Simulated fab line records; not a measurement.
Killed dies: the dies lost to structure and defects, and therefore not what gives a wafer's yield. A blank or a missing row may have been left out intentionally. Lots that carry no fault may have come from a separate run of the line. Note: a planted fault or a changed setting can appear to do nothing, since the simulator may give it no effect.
Chamber matching ; flow gf180mcu ; rie diel-04 running GF_V1_ETCH_16: 4 sister chambers
The step etches BARC in N2/H2. 8 wafers are shown with their chamber, then 10 later ones without.

== WAFERS PAIRED WITH THEIR CHAMBERS ==
wafer;chamber;oes product au (a.u.);throttle valve pct (%)
L080.2;2;0.852;13.234
L083.1;2;0.854;13.237
L083.2;3;0.862;13.222
L083.3;1;0.845;13.220
L083.5;1;0.856;13.218
L083.6;0;0.858;13.222
L087.2;3;0.859;13.205
L087.3;0;0.851;13.233

== WAFERS WHOSE CHAMBER IS MISSING ==
wafer;oes product au (a.u.);throttle valve pct (%)
L087.4;0.855;13.214
L088.2;0.854;13.219
L088.4;0.860;13.229
L088.6;0.855;13.225
L090.1;0.861;13.214
L090.4;0.861;13.234
L090.6;0.860;13.227
L096.1;0.856;13.229
L096.4;0.859;13.214
L096.6;0.861;13.233

== WHICH CHAMBER EACH ONE RAN IN ==
wafer;from the rows above;in truth
L087.4;can't be placed: 3 or 1 or 0 or 2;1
L088.2;can't be placed: 1 or 0 or 3 or 2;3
L088.4;can't be placed: 0 or 2 or 3 or 1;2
L088.6;can't be placed: 0 or 1 or 2 or 3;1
L090.1;3;3
L090.4;can't be placed: 0 or 2 or 3 or 1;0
L090.6;can't be placed: 0 or 3 or 2 or 1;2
L096.1;can't be placed: 0 or 2 or 1 or 3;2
L096.4;can't be placed: 3 or 1 or 0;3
L096.6;can't be placed: 0 or 2 or 3 or 1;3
1 of 10 placed correctly. Cannot be placed on the basis of these rows: 9; the candidates contain the true chamber in 9. Wrongly placed: 0.
How it was worked out, from the rows above alone: a wafer's distance from a chamber is the root of the sum, over the readings, of the square of ((its reading less the chamber's mean) divided by the reading's scatter). The wafer belongs to the nearest chamber; if the next one is less than 2 further off, it can't be placed. A chamber's mean is the mean of its shown wafers. How the scatter is found: for the shown wafers, subtract from each reading the mean of its chamber, square and add these, divide the total by (wafers less chambers), then take the root.
